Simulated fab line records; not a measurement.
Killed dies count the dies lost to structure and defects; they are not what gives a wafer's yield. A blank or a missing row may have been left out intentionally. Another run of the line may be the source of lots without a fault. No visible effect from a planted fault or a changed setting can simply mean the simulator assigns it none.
What tool caused it? | flow sfqLine | 42 wafers from 14 lots sampled at 4 of the route's 325 steps

== WHAT EACH GAUGE READ, for each wafer ==
Not one reading of a measure or inspect step in the record can be checked against a usual standard deviation.

== WHICH TOOL RAN EACH LOT (tool, then ch and the chambers of the sampled wafers, then the start) ==
lot  | SFQ_TRILAYER_M2_STRIP_STRIP_061  | SFQ_TRILAYER_I3_VIA_BARC_OPEN_VIA_ETCH_121 | SFQ_TRILAYER_I4_CMP_CMP_100   | SFQ_TRILAYER_JJ_TRILAYER_DEP_SPUTTER_110
L628 | rieMetal-02 ch 0,1, day 32 06:31 | rieDiel-03 ch 0,1,3, day 49 17:41          | cmp-02 ch 0,3, day 55 07:09   | pvdSputter-05, day 55 15:30
L629 | rieMetal-02 ch 0,1, day 32 08:43 | rieDiel-02 ch 2,3, day 49 18:53            | cmp-01 ch 0,1,3, day 55 08:39 | pvdSputter-06, day 55 17:54
L631 | rieMetal-02 ch 0,1, day 32 12:31 | rieDiel-03 ch 0,1,2, day 49 23:41          | cmp-02 ch 0,3, day 55 13:09   | pvdSputter-05, day 55 22:42
L632 | rieMetal-03 ch 1, day 32 14:55   | rieDiel-02 ch 0,1,3, day 50 03:25          | cmp-02 ch 0,2,3, day 55 19:09 | pvdSputter-05, day 56 05:31
L633 | rieMetal-04 ch 0,1, day 32 16:07 | rieDiel-03 ch 0,1, day 50 04:37            | cmp-01 ch 1,2,3, day 55 21:39 | pvdSputter-04, day 56 07:06
L634 | rieMetal-03 ch 1, day 32 18:43   | rieDiel-04 ch 0,1,2, day 50 07:01          | cmp-02 ch 0,2,3, day 55 22:09 | pvdSputter-06, day 56 09:30
L635 | rieMetal-04 ch 0, day 32 20:43   | rieDiel-02 ch 0,2, day 50 09:25            | cmp-02 ch 0,2, day 56 01:09   | pvdSputter-04, day 56 12:04
L636 | rieMetal-03 ch 0,1, day 32 21:55 | rieDiel-03 ch 1,2, day 50 14:20            | cmp-01 ch 1,2, day 56 06:13   | pvdSputter-06, day 56 15:30
L637 | rieMetal-04 ch 0,1, day 33 04:15 | rieDiel-04 ch 0,1, day 50 16:44            | cmp-02 ch 0,1,2, day 56 07:39 | pvdSputter-06, day 56 22:52
L641 | rieMetal-03 ch 0,1, day 33 10:19 | rieDiel-02 ch 2,3, day 50 23:56            | cmp-01 ch 0,1, day 56 15:43   | pvdSputter-06, day 57 05:55
L643 | rieMetal-02 ch 0,1, day 33 13:55 | rieDiel-04 ch 0,2, day 51 04:44            | cmp-02 ch 1,2,3, day 56 20:09 | pvdSputter-06, day 57 08:18
L645 | rieMetal-04 ch 0,1, day 33 16:55 | rieDiel-03 ch 0,1, day 51 07:08            | cmp-02 ch 0,1,3, day 56 23:09 | pvdSputter-04, day 62 13:59
L646 | rieMetal-03 ch 0,1, day 33 18:07 | rieDiel-04 ch 0,2,3, day 51 08:20          | cmp-01 ch 0,1, day 57 00:13   | pvdSputter-06, day 62 17:35
L649 | rieMetal-02 ch 0,1, day 40 16:45 | rieDiel-02 ch 0,1,3, day 52 09:40          | cmp-01 ch 0,1, day 57 10:31   | pvdSputter-04, day 63 15:10
- SFQ_TRILAYER_M2_STRIP_STRIP_061: strips in O2.
- SFQ_TRILAYER_I3_VIA_BARC_OPEN_VIA_ETCH_121: etches BARC in O2, target depth 125 nm, time 41.7 s.
- SFQ_TRILAYER_I4_CMP_CMP_100: polishes SiO2.
- SFQ_TRILAYER_JJ_TRILAYER_DEP_SPUTTER_110: material Al, target thk 8 nm, time 10 s.

== WHAT THE TOOLS THEMSELVES READ (means of the sampled wafers that have a number; where no wafer has one, the mark that the record gives instead) ==
SFQ_TRILAYER_M2_STRIP_STRIP_061.
lot  | tool        | drypumpMotorCurrentA (A) | oesProductAu (a.u.)
L628 | rieMetal-02 | 5.7                      | 1.007
L629 | rieMetal-02 | 5.7                      | 1.008
L631 | rieMetal-02 | 5.7                      | 0.994
L632 | rieMetal-03 | 5.3                      | 1.009
L633 | rieMetal-04 | 6.1                      | 1.001
L634 | rieMetal-03 | 5.3                      | 1.008
L635 | rieMetal-04 | 6.3                      | 1.008
L636 | rieMetal-03 | 5.3                      | 1.007
L637 | rieMetal-04 | 6.1                      | 1.002
L641 | rieMetal-03 | 5.3                      | 1.007
L643 | rieMetal-02 | 5.7                      | 0.996
L645 | rieMetal-04 | 6.1                      | 1.008
L646 | rieMetal-03 | 5.3                      | 1.012
L649 | rieMetal-02 | 5.7                      | 1.001

SFQ_TRILAYER_I3_VIA_BARC_OPEN_VIA_ETCH_121.
lot  | tool       | drypumpMotorCurrentA (A) | oesProductAu (a.u.)
L628 | rieDiel-03 | 5.8                      | 0.677
L629 | rieDiel-02 | 5.4                      | 0.683
L631 | rieDiel-03 | 5.6                      | 0.682
L632 | rieDiel-02 | 5.8                      | 0.679
L633 | rieDiel-03 | 5.7                      | 0.684
L634 | rieDiel-04 | 5.6                      | 0.692
L635 | rieDiel-02 | 5.3                      | 0.688
L636 | rieDiel-03 | 5.6                      | 0.685
L637 | rieDiel-04 | 5.9                      | 0.690
L641 | rieDiel-02 | 5.7                      | 0.687
L643 | rieDiel-04 | 6.0                      | 0.687
L645 | rieDiel-03 | 5.7                      | 0.684
L646 | rieDiel-04 | 5.4                      | 0.682
L649 | rieDiel-02 | 5.8                      | 0.679

SFQ_TRILAYER_I4_CMP_CMP_100.
lot  | tool   | motorCurrentA (A) | timeToEndpointS (s)
L628 | cmp-02 | 10.9              | 214
L629 | cmp-01 | 9.9               | 221
L631 | cmp-02 | 11.1              | 225
L632 | cmp-02 | 10.0              | 220
L633 | cmp-01 | 10.3              | 215
L634 | cmp-02 | 10.3              | 223
L635 | cmp-02 | 9.0               | 221
L636 | cmp-01 | 10.3              | 218
L637 | cmp-02 | 9.0               | 223
L641 | cmp-01 | 10.9              | 218
L643 | cmp-02 | 10.1              | 183
L645 | cmp-02 | 10.1              | 188
L646 | cmp-01 | 10.8              | 219
L649 | cmp-01 | 10.8              | 220

SFQ_TRILAYER_JJ_TRILAYER_DEP_SPUTTER_110.
lot  | tool          | chamberPressurePa (Pa) | throttleValvePct (%)
L628 | pvdSputter-05 | 0.4001                 | 30.3
L629 | pvdSputter-06 | 0.4001                 | 29.8
L631 | pvdSputter-05 | 0.4002                 | 30.3
L632 | pvdSputter-05 | 0.3993                 | 29.4
L633 | pvdSputter-04 | 0.3998                 | 31.3
L634 | pvdSputter-06 | 0.4001                 | 29.2
L635 | pvdSputter-04 | 0.4008                 | 31.2
L636 | pvdSputter-06 | 0.3994                 | 30.1
L637 | pvdSputter-06 | 0.3997                 | 29.5
L641 | pvdSputter-06 | 0.4000                 | 28.9
L643 | pvdSputter-06 | 0.4015                 | 29.7
L645 | pvdSputter-04 | 0.3990                 | 31.2
L646 | pvdSputter-06 | 0.4005                 | 29.0
L649 | pvdSputter-04 | 0.4004                 | 31.2

== THE ANSWER, worked out from the rows above alone ==
Rule: the lots themselves supply what counts as usual. Put in order of their means at a reading, lots are off if they are a third of the lots or fewer, leave a main group of 4 or more, and stand apart from it by a gap of 3 or more times the standard deviation of the main group's means; of several such gaps the widest counts. A main group is skipped when, at the precision printed for the reading in the tables above, its means are all equal. A lot without any number at a reading at which 4 lots or more have one is off too. Any other lot the step has rows for is counted as sound. First the gauges in route order, then the tools' own readings, where a lot's mean is used as printed above. At the first step where some lot is off, the reading lying furthest off is the one used; lots without a number count as furthest.
Off at SFQ_TRILAYER_I4_CMP_CMP_100 (timeToEndpointS): L643, L645. The main group: mean 220 s, standard deviation 3.1.
If a tool, at that step or one of the process steps before it, ran each lot that is off and ran no sound lot following the first of them, it fits. One candidate fits, namely cmp-02 at SFQ_TRILAYER_I4_CMP_CMP_100. A fault onset in the window from L637 (day 56 07:39, its last sound lot) to L643 (day 56 20:09, its first lot off) fits.
The tool's own readings at SFQ_TRILAYER_I4_CMP_CMP_100 bear it out: on the lots that are off they differ by more than 5 times the standard deviation of the sound lots' means. timeToEndpointS reads 186 s there against 220 s on the sound lots.

== WHAT WAS PUT IN BY THE SIMULATOR ==
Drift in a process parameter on cmp-02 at SFQ_TRILAYER_I4_CMP_CMP_100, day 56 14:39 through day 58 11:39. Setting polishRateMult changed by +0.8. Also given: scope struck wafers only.
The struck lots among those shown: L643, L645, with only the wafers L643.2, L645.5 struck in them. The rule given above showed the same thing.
